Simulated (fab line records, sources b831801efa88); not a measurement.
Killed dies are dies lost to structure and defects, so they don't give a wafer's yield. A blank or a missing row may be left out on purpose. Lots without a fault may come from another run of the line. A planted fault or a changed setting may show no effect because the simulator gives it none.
Chamber matching | flow sky130 | SKY_VIA2_HDPCVD_00 on hdpcvd-02: 3 sister chambers
The step deposits SiO2, target thk 1180 nm, time 196.7 s. 3 wafers are shown with their chamber, then 7 later ones without.

WAFERS WITH THEIR CHAMBER
wafer  | chamber | pressure_mtorr (mTorr)
L339.3 | 0       | 5.994
L350.1 | 2       | 6.010
L350.5 | 1       | 6.005

WAFERS WITHOUT THEIR CHAMBER
wafer  | pressure_mtorr (mTorr)
L350.6 | 6.009
L351.1 | 5.978
L351.4 | 5.989
L351.6 | 5.971
L355.3 | 6.002
L355.5 | 5.994
L355.6 | 5.987

WHICH CHAMBER EACH WENT THROUGH
wafer  | from the rows above          | in truth
L350.6 | can't be placed: 2 or 1 or 0 | 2
L351.1 | can't be placed: 0 or 1 or 2 | 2
L351.4 | can't be placed: 0 or 1 or 2 | 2
L351.6 | can't be placed: 0 or 1 or 2 | 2
L355.3 | can't be placed: 1 or 0 or 2 | 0
L355.5 | can't be placed: 0 or 1 or 2 | 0
L355.6 | can't be placed: 0 or 1 or 2 | 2
Placed correctly: 0 of 7. Can't be placed from these rows: 7 (the true chamber is among the candidates in 7). Placed wrongly: 0.
How it was worked out, from the rows above alone: a wafer's distance from a chamber is the root of the sum, over the readings, of the square of ((its reading less the chamber's mean) divided by the reading's scatter). The wafer belongs to the nearest chamber; if the next one is less than 2 further off, it can't be placed. A chamber's mean is the mean of its shown wafers. The scatter: with one shown wafer a chamber, the root of the mean of the squares of how far each hidden wafer lies from its nearest shown one.
